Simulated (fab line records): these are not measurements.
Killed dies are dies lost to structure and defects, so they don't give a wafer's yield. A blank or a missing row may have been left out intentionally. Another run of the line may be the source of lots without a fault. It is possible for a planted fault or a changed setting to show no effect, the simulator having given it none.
Chamber matching | flow sfq_line | SFQ_TRILAYER_I7_CMP_CMP_184 on cmp-01 has 4 sister chambers
The step polishes SiO2. 8 wafers are shown with their chamber, then 9 later ones without.

## EACH WAFER AND ITS CHAMBER
wafer  | chamber | motor_current_A (A) | retaining_ring_pressure_frac
L336.1 | 1       | 9.7                 | 1.004
L336.3 | 3       | 8.3                 | 1.002
L338.1 | 0       | 9.0                 | 0.993
L338.2 | 3       | 8.3                 | 0.998
L338.6 | 2       | 11.5                | 0.999
L339.3 | 1       | 9.0                 | 1.000
L339.4 | 0       | 8.0                 | 0.995
L339.6 | 2       | 11.0                | 1.002

## WAFERS WITH NO CHAMBER GIVEN
wafer  | motor_current_A (A) | retaining_ring_pressure_frac
L343.2 | 9.6                 | 0.992
L343.1 | 8.5                 | 1.005
L343.6 | 9.4                 | 0.999
L344.1 | 12.5                | 0.999
L344.2 | 8.7                 | 1.001
L344.3 | 8.8                 | 1.001
L345.3 | 11.9                | 1.004
L345.1 | 8.4                 | 1.000
L345.5 | 11.7                | 1.005

## WHICH CHAMBER EACH ONE RAN IN
wafer  | from the rows above          | in truth
L343.2 | can't be placed: 0 or 1 or 3 | 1
L343.1 | can't be placed: 3 or 1      | 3
L343.6 | can't be placed: 1 or 3 or 0 | 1
L344.1 | 2                            | 2
L344.2 | can't be placed: 3 or 1      | 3
L344.3 | can't be placed: 3 or 1 or 0 | 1
L345.3 | 2                            | 2
L345.1 | can't be placed: 3 or 1      | 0
L345.5 | 2                            | 2
Correctly placed: 3 of 9. Cannot be placed on the basis of these rows: 6; the candidates contain the true chamber in 5. Placed wrongly: 0.
How it was worked out, from the rows above alone: a wafer's distance from a chamber is the root of the sum, over the readings, of the square of ((its reading less the chamber's mean) divided by the reading's scatter). If the next closest chamber is less than 2 further off than the closest, the wafer can't be placed; otherwise it belongs to the closest. A chamber's mean is the mean of its shown wafers. The scatter: take each reading less its chamber's mean, square it, sum over the shown wafers, divide by the number of wafers less the number of chambers, and take the root.
